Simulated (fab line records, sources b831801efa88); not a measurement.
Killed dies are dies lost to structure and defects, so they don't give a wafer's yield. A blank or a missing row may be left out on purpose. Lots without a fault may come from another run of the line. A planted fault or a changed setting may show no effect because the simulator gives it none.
Which tool did it? | flow gf180mcu | 13 lots, 39 wafers sampled, at 4 steps of a route of 602

WHAT THE GAUGES READ, wafer by wafer
GF_DUAL_GATE_OVL_MEAS_11.
lot  | measured     | on         | DUAL_GATE_OVL (nm)
L667 | day 8 07:25  | overlay-02 | -2.2 0.0 -1.8
L673 | day 9 23:34  | overlay-02 | 0.7 3.2 0.7
L675 | day 10 11:04 | overlay-01 | -3.8 -3.5 -2.0
L676 | day 10 21:21 | overlay-02 | - - -
L680 | day 12 06:19 | overlay-01 | 0.5 -1.0 -0.7
L681 | day 12 09:43 | overlay-02 | -0.1 -1.1 0.3
L682 | day 12 13:31 | overlay-01 | 2.6 0.8 -0.6
L683 | day 12 21:01 | overlay-01 | -0.9 0.1 -0.7
L684 | day 13 05:42 | overlay-02 | -0.4 -1.2 0.4
L685 | day 13 11:27 | overlay-01 | -2.6 -2.7 0.6
L686 | day 13 20:19 | overlay-02 | 1.9 3.7 0.5
L689 | day 14 16:54 | overlay-02 | -0.2 -1.3 -1.5
L690 | day 15 00:43 | overlay-01 | 0.1 1.6 1.2

GF_CONTACT_CD_MEAS_14: target cd 220 nm.
lot  | measured     | on        | cd_nm (nm)
L667 | day 16 00:15 | cd_sem-02 | 222.3 222.1 221.7
L673 | day 18 06:13 | cd_sem-02 | 220.0 218.5 218.1
L675 | day 18 20:33 | cd_sem-01 | 218.5 219.2 219.0
L680 | day 21 02:55 | cd_sem-01 | 221.3 220.9 221.6
L681 | day 21 06:16 | cd_sem-01 | 220.5 220.3 220.5
L682 | day 21 12:49 | cd_sem-01 | 216.6 217.5 218.7
L683 | day 21 23:40 | cd_sem-01 | 219.6 219.4 221.5
L684 | day 22 06:15 | cd_sem-01 | 219.3 219.2 219.8
L685 | day 22 14:18 | cd_sem-01 | 220.3 221.6 219.6
L686 | day 22 22:10 | cd_sem-02 | 219.7 220.9 220.5
L689 | day 23 20:24 | cd_sem-02 | 219.2 218.7 219.2
L690 | day 24 02:34 | cd_sem-02 | 219.7 221.2 220.6

WHICH TOOL RAN EACH LOT (tool, then ch and the chambers of the sampled wafers, then the start)
lot  | GF_DUAL_GATE_EXPOSE_08              | GF_CONTACT_CVD_02
L667 | iline_stepper-02 ch 0, day 7 23:14  | pecvd-02 ch 0,1,2, day 15 02:19
L673 | iline_stepper-01 ch 0, day 9 15:22  | pecvd-01 ch 0,1,2, day 17 06:05
L675 | iline_stepper-01 ch 0, day 10 02:38 | pecvd-01 ch 0,1,2, day 17 20:21
L676 | iline_stepper-01 ch 0, day 10 12:48 | -
L680 | iline_stepper-01 ch 0, day 11 20:40 | pecvd-02 ch 0,1,2, day 20 02:08
L681 | iline_stepper-01 ch 0, day 11 23:43 | pecvd-01 ch 1,2, day 20 06:05
L682 | iline_stepper-01 ch 0, day 12 04:06 | pecvd-02 ch 0,1,2, day 20 12:10
L683 | iline_stepper-02 ch 0, day 12 11:57 | pecvd-02 ch 0,1, day 20 22:44
L684 | iline_stepper-02 ch 0, day 12 19:30 | pecvd-02 ch 0,1,2, day 21 05:44
L685 | iline_stepper-01 ch 0, day 13 01:29 | pecvd-03 ch 0,1,2, day 21 14:04
L686 | iline_stepper-01 ch 0, day 13 10:35 | pecvd-02 ch 1,2, day 21 22:10
L689 | iline_stepper-01 ch 0, day 14 07:14 | pecvd-03 ch 0,1,2, day 22 20:45
L690 | iline_stepper-01 ch 0, day 14 14:31 | pecvd-03 ch 0,1,2, day 23 03:40
- GF_DUAL_GATE_EXPOSE_08: exposes mask Dualgate, target cd 700 nm.
- GF_CONTACT_CVD_02: deposits SiO2 from TEOS, target thk 860 nm, time 95.992 s.

WHAT THE TOOLS THEMSELVES READ (means of the sampled wafers that have a number; where no wafer has one, the mark that the record gives instead)
GF_CONTACT_CVD_02.
lot  | tool     | heater_power_w (W) | susceptor_temp_C (C)
L667 | pecvd-02 | 583                | 399.92
L673 | pecvd-01 | 642                | 400.29
L675 | pecvd-01 | 622                | 400.08
L680 | pecvd-02 | 577                | 399.92
L681 | pecvd-01 | 566                | 399.98
L682 | pecvd-02 | 573                | 399.84
L683 | pecvd-02 | 592                | 399.93
L684 | pecvd-02 | 591                | 399.88
L685 | pecvd-03 | 693                | 399.91
L686 | pecvd-02 | 595                | 400.13
L689 | pecvd-03 | 641                | 399.89
L690 | pecvd-03 | 654                | 399.99

THE ANSWER, worked out from the rows above alone
Rule: what is usual is taken from the lots themselves. Put in order of their means at a reading, lots are off if they are a third of the lots or fewer, leave a main group of 4 or more, and stand apart from it by a gap of 3 or more times the standard deviation of the main group's means; of several such gaps the widest counts. A main group whose means are all the same, to the digits that the tables above print for the reading, isn't used. A lot without any number at a reading at which 4 lots or more have one is off too. The other lots that the step has rows for count as sound. The gauges are gone through in route order, then the tools' own readings, and for those a lot's mean is taken as printed above. The first step at which some lot is off is used, and at that step the reading that is off furthest; a lot without a number counts as furthest.
Off: L676, at GF_DUAL_GATE_OVL_MEAS_11 (DUAL_GATE_OVL). Without a number there: L676. The main group: mean -0.3 nm, standard deviation 1.4.
A tool fits if, at a process step before that reading, it ran every lot that is off, and no sound lot after the first of them. The gauges at GF_DUAL_GATE_OVL_MEAS_11 are tried like those tools. None of those tried fits.

WHAT THE SIMULATOR HAD PUT IN
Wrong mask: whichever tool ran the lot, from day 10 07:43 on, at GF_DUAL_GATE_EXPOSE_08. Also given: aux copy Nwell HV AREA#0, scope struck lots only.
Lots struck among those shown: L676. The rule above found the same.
